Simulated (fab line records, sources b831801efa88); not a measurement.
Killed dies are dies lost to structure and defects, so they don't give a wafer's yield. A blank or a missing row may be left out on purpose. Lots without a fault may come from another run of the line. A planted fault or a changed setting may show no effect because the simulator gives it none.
Which tool did it? | flow gf180mcu | 11 lots, 33 wafers sampled, at 4 steps of a route of 602

WHAT THE GAUGES READ, wafer by wafer
GF_V4_THK_MEAS_03. Usual: V4_CVD_02_THK 844 nm, standard deviation 13.
lot  | measured     | on            | V4_CVD_02_THK (nm) | flag
L268 | day 24 04:49 | film_metro-04 | 832 837 846        |
L269 | day 24 20:49 | film_metro-02 | 837 838 848        |
L273 | day 26 07:11 | film_metro-04 | 823 824 831        |
L274 | day 26 14:24 | film_metro-03 | 831 839 849        |
L275 | day 26 21:39 | film_metro-03 | 827 843 851        |
L281 | day 28 12:22 | film_metro-03 | 835 852 855        |
L284 | day 29 11:02 | film_metro-03 | 772 777 798        | OFF
L285 | day 29 19:55 | film_metro-02 | 779 787 796        | OFF
L288 | day 30 14:28 | film_metro-04 | 850 854 872        |
L289 | day 31 02:19 | film_metro-03 | 828 847 841        |
L290 | day 31 07:20 | film_metro-04 | 825 835 856        |

WHICH TOOL RAN EACH LOT (tool, then ch and the chambers of the sampled wafers, then the start)
lot  | GF_V3_SPUTTER_21             | GF_M4_STRIP_17                       | GF_V4_CVD_02
L268 | pvd_sputter-01, day 23 03:56 | plasma_asher-02 ch 0,1, day 24 04:05 | pecvd-02 ch 0,2, day 24 04:44
L269 | pvd_sputter-01, day 23 20:40 | plasma_asher-01 ch 0,1, day 24 20:05 | pecvd-01 ch 0,1, day 24 20:44
L273 | pvd_sputter-01, day 25 07:28 | plasma_asher-01 ch 0,1, day 26 06:26 | pecvd-02 ch 0,1,2, day 26 07:06
L274 | pvd_sputter-03, day 25 14:25 | plasma_asher-02 ch 0,1, day 26 13:38 | pecvd-02 ch 0,1, day 26 14:20
L275 | pvd_sputter-03, day 25 22:05 | plasma_asher-02 ch 0,1, day 26 20:53 | pecvd-02 ch 0,1,2, day 26 21:35
L281 | pvd_sputter-03, day 27 13:22 | plasma_asher-03 ch 0,1, day 28 11:37 | pecvd-01 ch 0,1, day 28 12:16
L284 | pvd_sputter-03, day 28 12:49 | plasma_asher-03 ch 0,1, day 29 10:17 | pecvd-02 ch 1,2, day 29 10:58
L285 | pvd_sputter-03, day 28 22:10 | plasma_asher-02 ch 0,1, day 29 19:10 | pecvd-02 ch 0,1, day 29 19:51
L288 | pvd_sputter-03, day 29 17:04 | plasma_asher-01 ch 0,1, day 30 13:43 | pecvd-04 ch 0,1, day 30 14:23
L289 | pvd_sputter-04, day 30 05:11 | plasma_asher-02 ch 0,1, day 31 01:34 | pecvd-01 ch 1,2, day 31 02:14
L290 | pvd_sputter-03, day 30 11:20 | plasma_asher-01 ch 0,1, day 31 06:35 | pecvd-01 ch 0,2, day 31 07:15
- GF_V3_SPUTTER_21: material Ti, target thk 15 nm, time 80.02 s.
- GF_M4_STRIP_17: strips in O2/N2.
- GF_V4_CVD_02: deposits SiO2 from TEOS, target thk 850 nm, time 94.851 s.

WHAT THE TOOLS THEMSELVES READ (means of the sampled wafers that have a number; where no wafer has one, the mark that the record gives instead)
GF_V3_SPUTTER_21. Usual: cathode_dc_power_W 2500.0 W, standard deviation 0.45; throttle_valve_pct 30.0 %, standard deviation 1.
lot  | tool           | cathode_dc_power_W (W) | throttle_valve_pct (%) | flag
L268 | pvd_sputter-01 | 2499.7                 | 31.0                   |
L269 | pvd_sputter-01 | 2499.8                 | 30.8                   |
L273 | pvd_sputter-01 | 2500.4                 | 29.9                   |
L274 | pvd_sputter-03 | 2500.1                 | 29.9                   |
L275 | pvd_sputter-03 | 2499.9                 | 29.9                   |
L281 | pvd_sputter-03 | 2500.3                 | 30.2                   |
L284 | pvd_sputter-03 | 2499.7                 | 30.8                   |
L285 | pvd_sputter-03 | 2499.8                 | 30.6                   |
L288 | pvd_sputter-03 | 2500.1                 | 30.0                   |
L289 | pvd_sputter-04 | 2500.1                 | 29.5                   |
L290 | pvd_sputter-03 | 2500.2                 | 30.8                   |

GF_M4_STRIP_17. Usual: chamber_pressure_mTorr 1500.1 mTorr, standard deviation 1.4; drypump_motor_current_A 5.9 A, standard deviation 0.53; heater_power_w 354 W, standard deviation 55; oes_product_au 0.535 a.u., standard deviation 0.005; strip_time_to_endpoint_s 7.35 s, standard deviation 0.057.
lot  | tool            | chamber_pressure_mTorr (mTorr) | drypump_motor_current_A (A) | heater_power_w (W) | oes_product_au (a.u.) | strip_time_to_endpoint_s (s) | flag
L268 | plasma_asher-02 | 1500.8                         | 6.3                         | 352                | 0.538                 | 7.35                         |
L269 | plasma_asher-01 | 1501.6                         | 5.3                         | 380                | 0.536                 | 7.35                         |
L273 | plasma_asher-01 | 1501.1                         | 5.1                         | 369                | 0.537                 | 7.28                         |
L274 | plasma_asher-02 | 1499.6                         | 6.3                         | 378                | 0.536                 | 7.38                         |
L275 | plasma_asher-02 | 1500.4                         | 6.3                         | 377                | 0.534                 | 7.37                         |
L281 | plasma_asher-03 | 1501.2                         | 6.2                         | 334                | 0.533                 | 7.33                         |
L284 | plasma_asher-03 | 1499.9                         | 6.2                         | 279                | 0.536                 | 7.33                         |
L285 | plasma_asher-02 | 1500.5                         | 6.3                         | 377                | 0.538                 | 7.40                         |
L288 | plasma_asher-01 | 1500.3                         | 5.1                         | 370                | 0.536                 | 7.37                         |
L289 | plasma_asher-02 | 1500.1                         | 6.3                         | 346                | 0.536                 | 7.36                         |
L290 | plasma_asher-01 | 1499.2                         | 5.3                         | 380                | 0.540                 | 7.35                         |

GF_V4_CVD_02. Usual: heater_power_w 668 W, standard deviation 99; susceptor_temp_C 399.98 C, standard deviation 0.21.
lot  | tool     | heater_power_w (W) | susceptor_temp_C (C) | flag
L268 | pecvd-02 | 643                | 399.92               |
L269 | pecvd-01 | 654                | 399.99               |
L273 | pecvd-02 | 621                | 399.86               |
L274 | pecvd-02 | 610                | 400.10               |
L275 | pecvd-02 | 667                | 399.85               |
L281 | pecvd-01 | 625                | 399.98               |
L284 | pecvd-02 | 661                | 399.84               |
L285 | pecvd-02 | 575                | 400.17               |
L288 | pecvd-04 | 666                | 400.15               |
L289 | pecvd-01 | 592                | 399.80               |
L290 | pecvd-01 | 752                | 399.89               |

THE ANSWER, worked out from the rows above alone
Rule: a lot is off if the mean of its wafers that have a number lies more than 3 standard deviations from the usual mean. A lot without any number at a reading at which 4 lots or more have one is off too. The other lots that the step has rows for count as sound. The gauges are gone through in route order, then the tools' own readings, and for those a lot's mean is taken as printed above. The first step at which some lot is off is used, and at that step the reading that is off furthest; a lot without a number counts as furthest.
Off: L284, L285, at GF_V4_THK_MEAS_03 (V4_CVD_02_THK).
A tool fits if, at a process step before that reading, it ran every lot that is off, and no sound lot after the first of them. The gauges at GF_V4_THK_MEAS_03 are tried like those tools. One fits: pecvd-02 at GF_V4_CVD_02. Its last sound lot is L275 (day 26 21:35), its first lot that is off L284 (day 29 10:58): a fault that began between those two fits.

WHAT THE SIMULATOR HAD PUT IN
Process parameter drift: pecvd-02, from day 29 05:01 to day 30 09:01, at GF_V4_CVD_02. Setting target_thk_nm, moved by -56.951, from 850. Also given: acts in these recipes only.
Lots struck among those shown: L284, L285. The rule above found the same.
